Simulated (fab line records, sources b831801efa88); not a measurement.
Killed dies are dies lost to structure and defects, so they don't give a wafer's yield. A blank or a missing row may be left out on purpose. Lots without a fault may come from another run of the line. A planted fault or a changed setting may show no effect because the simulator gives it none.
One fault seen from 2 desks | flow gf180mcu | each desk has only its own numbers; what lay behind them comes last

THE METROLOGY DESK
What the gauges read, lot by lot, whatever tool the lot ran on: means of the sampled wafers that have a number. A lot is out of limits, marked OUT, if its mean lies more than 4 standard deviations from the usual mean; the brackets give that distance.
Columns: A = M3_ALCU_RS at GF_M3_RS_MEAS_05, usual 0.0698 ohm/sq; B = V3_CVD_02_THK at GF_V3_THK_MEAS_03, usual 852 nm; C = V3_BOW at GF_V3_BOW_MEAS_05, usual 117 um; D = V3_OVL at GF_V3_OVL_MEAS_15, usual -1 nm
lot  | first seen here | A      | B             | C   | D
L296 | day 20 15:26    | 0.0701 | 858           | 106 | -3
L300 | day 22 11:31    | 0.0704 | 860           | 118 | -4
L303 | day 23 15:18    | 0.0685 | 858           | 129 | -6
L305 | day 24 05:17    | 0.0695 | 858           | 117 | 0
L307 | day 25 03:38    | 0.0693 | 855           | 119 | -3
L308 | day 25 05:16    | 0.0699 | 858           | 116 | -4
L310 | day 25 18:53    | 0.0686 | 473 (-32) OUT | 114 | -4
L311 | day 26 03:49    | 0.0702 | 657 (-16) OUT | 116 | -4
L312 | day 26 07:25    | 0.0693 | 659 (-16) OUT | 109 | 5
L313 | day 26 23:56    | 0.0707 | 853           | 110 | -5
L314 | day 27 01:54    | 0.0701 | 844           | 121 | 0
L318 | day 28 04:49    | 0.0701 | 836           | 127 | -10
This desk's finding: out of limits on L310, L311, L312; first on L310, day 26 16:11 (V3_CVD_02_THK at GF_V3_THK_MEAS_03). In limits: L296, L300, L303, L305, L307, L308, L313, L314, L318.

THE TOOL OWNER'S DESK: pecvd-04
The tool's own readings at GF_V3_CVD_02 (deposits SiO2 from TEOS, target thk 850 nm, time 94.851 s): means of the sampled wafers that have a number, for each lot that ran on this tool. A lot is out of limits, marked OUT, if its mean lies more than 4 standard deviations from the usual mean; the brackets give that distance.
Columns: A = heater_power_w at GF_V3_CVD_02, usual 720 W; B = run_length_s at GF_V3_CVD_02, usual 122.9 s; C = susceptor_temp_C at GF_V3_CVD_02, usual 399.99 C
lot  | first seen here | A   | B               | C
L303 | day 24 12:32    | 636 | 123.3           | 399.93
L308 | day 26 03:32    | 692 | 123.3           | 399.99
L310 | day 26 16:07    | 579 | 80.1 (-78) OUT  | 399.90
L311 | day 27 01:28    | 620 | 101.6 (-39) OUT | 400.06
L312 | day 27 05:29    | 653 | 101.4 (-39) OUT | 399.80
This desk's finding: out of limits on L310, L311, L312; first on L310, day 26 16:07 (run_length_s at GF_V3_CVD_02). In limits: L303, L308.

PUT TOGETHER
The tool owner's desk could have raised an alarm at day 26 16:07, on L310, L311, L312.
The metrology desk could have raised an alarm at day 26 16:11, on L310, L311, L312.
Of the lots named, all ran GF_V3_CVD_02 on pecvd-04.

WHAT THE SIMULATOR HAD PUT IN
Process parameter drift: pecvd-04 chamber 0, from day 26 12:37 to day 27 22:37, at GF_V3_CVD_02. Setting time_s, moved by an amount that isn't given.
Lots struck among those shown: L310, L311, L312.
Hours from the fault's start to each desk's first reading out of limits: the tool owner's desk, 3; the metrology desk, 4.
